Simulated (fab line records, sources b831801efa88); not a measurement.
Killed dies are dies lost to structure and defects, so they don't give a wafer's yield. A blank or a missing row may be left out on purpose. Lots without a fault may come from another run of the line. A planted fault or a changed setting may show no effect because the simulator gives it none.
Chamber matching | flow sky130 | SKY_VIA3_CMP_02 on cmp-01: 4 sister chambers
The step polishes SiO2. 16 wafers are shown with their chamber, then 8 later ones without.

WAFERS WITH THEIR CHAMBER
wafer  | chamber | motor_current_A (A)
L957.1 | 0       | 11.8
L957.2 | 1       | 12.3
L957.5 | 0       | 12.0
L968.3 | 1       | 12.6
L968.4 | 3       | 12.5
L968.5 | 2       | 12.1
L969.1 | 3       | 12.2
L969.4 | 1       | 11.8
L969.5 | 0       | 12.0
L973.1 | 1       | 11.4
L973.3 | 2       | 12.7
L973.4 | 3       | 12.0
L974.2 | 1       | 12.2
L974.4 | 0       | 12.0
L974.5 | 1       | 12.0
L976.1 | 3       | 12.1

SIGNATURES (means of the wafers above)
reading         | chamber 0 | chamber 1 | chamber 2 | chamber 3 | scatter within a chamber
motor_current_A | 11.950    | 12.050    | 12.400    | 12.200    | 0.32
Rule: a wafer's distance from a chamber is the root of the sum, over the readings, of the square of ((its reading less the chamber's mean) divided by the reading's scatter). The wafer belongs to the nearest chamber; if the next one is less than 2 further off, it can't be placed. The scatter: the root of (the sum of the squares of (reading less its chamber's mean) over the shown wafers, divided by (wafers less chambers)).

WAFERS WITHOUT THEIR CHAMBER
wafer  | motor_current_A (A)
L976.3 | 11.9
L976.6 | 12.1
L980.1 | 12.7
L980.4 | 12.2
L980.5 | 11.9
L979.1 | 11.2
L979.2 | 12.3
L979.4 | 12.5

WHICH CHAMBER EACH WENT THROUGH
wafer  | from the rows above               | in truth
L976.3 | can't be placed: 0 or 1 or 3 or 2 | 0
L976.6 | can't be placed: 1 or 3 or 0 or 2 | 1
L980.1 | can't be placed: 2 or 3 or 1 or 0 | 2
L980.4 | can't be placed: 3 or 1 or 2 or 0 | 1
L980.5 | can't be placed: 0 or 1 or 3 or 2 | 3
L979.1 | can't be placed: 0 or 1 or 3 or 2 | 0
L979.2 | can't be placed: 2 or 3 or 1 or 0 | 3
L979.4 | can't be placed: 2 or 3 or 1 or 0 | 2
Placed correctly: 0 of 8. Can't be placed from these rows: 8 (the true chamber is among the candidates in 8). Placed wrongly: 0.
